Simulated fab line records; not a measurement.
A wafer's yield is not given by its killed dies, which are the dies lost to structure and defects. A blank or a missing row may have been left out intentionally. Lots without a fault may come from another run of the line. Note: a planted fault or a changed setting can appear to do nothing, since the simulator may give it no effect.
One fault seen from 2 desks    flow gf180mcu    only its own numbers are on each desk; what lay behind them is given at the end

== AT THE TOOL OWNER'S DESK: litho-track-03 ==
The tool's own readings at GF_HV_LDD_DEVELOP_18 (develop time 60 s): means of the sampled wafers that have a number, for each lot that ran on this tool. Marked OUT: a lot whose mean sits more than 4 standard deviations from the usual mean, which makes it out of limits; the brackets give that distance.
Columns: A = developer-temp-C at GF_HV_LDD_DEVELOP_18, usual 22.99 C
lot   first seen here  A
L955  day 11 00:49     22.97
L959  day 12 07:28     22.18 (-6.7) OUT
L960  day 12 15:19     21.99 (-8.3) OUT
L968  day 15 08:20     23.05
L969  day 15 15:07     23.07
L975  day 17 13:03     22.78
L977  day 18 08:27     23.07
This desk's finding: out of limits on L959, L960; first on L959, day 12 07:28 (developer-temp-C at GF_HV_LDD_DEVELOP_18). L955, L968, L969, L975, L977: within limits.

== METROLOGY DESK ==
Means of the sampled wafers that have a number, per lot and without regard to the tool the lot ran on: this is what the gauges read. Marked OUT: a lot whose mean sits more than 4 standard deviations from the usual mean, which makes it out of limits; the brackets give that distance.
Columns: A = VT_IMPLANT_02_OVL at GF_VT_IMPLANT_OVL_MEAS_29, usual -0.7 nm; B = VT_IMPLANT_4_TW at GF_VT_IMPLANT_TW_MEAS_43, usual 698
lot   first seen here  A     B
L955  day 7 04:13      -0.7  694
L956  day 7 07:27      -1.0  697
L959  day 8 06:05      0.9   697
L960  day 8 11:02      -1.3  698
L966  day 10 02:43     -0.0  700
L968  day 10 17:52     -0.5  687
L969  day 11 01:51     -3.2  694
L970  day 11 07:11     -1.7  700
L971  day 11 13:42     -2.4  698
L973  day 12 02:38     -0.6  697
L974  day 12 10:17     -0.9  703
L975  day 12 18:19     -0.0  699
L976  day 13 08:17     1.0   701
L977  day 13 08:37     -1.0  702
This desk found nothing out of limits on any of the 14 lots.

== BROUGHT TOGETHER ==
At day 12 07:28, on L959, L960, the tool owner's desk was in a position to raise an alarm.
At the metrology desk, nothing out of limits was observed.
The metrology desk holds a record of L959, L960, inside its limits.
Every lot named ran GF_HV_LDD_DEVELOP_18 on litho-track-03.

== WHAT THE SIMULATOR HAD INSERTED ==
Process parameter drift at GF_HV_LDD_DEVELOP_18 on litho-track-03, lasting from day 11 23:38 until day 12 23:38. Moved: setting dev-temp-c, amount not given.
Shown lots that were struck: L959, L960.
How many hours passed from the start of the fault until each desk's first out-of-limits reading: the tool owner's desk, 8.
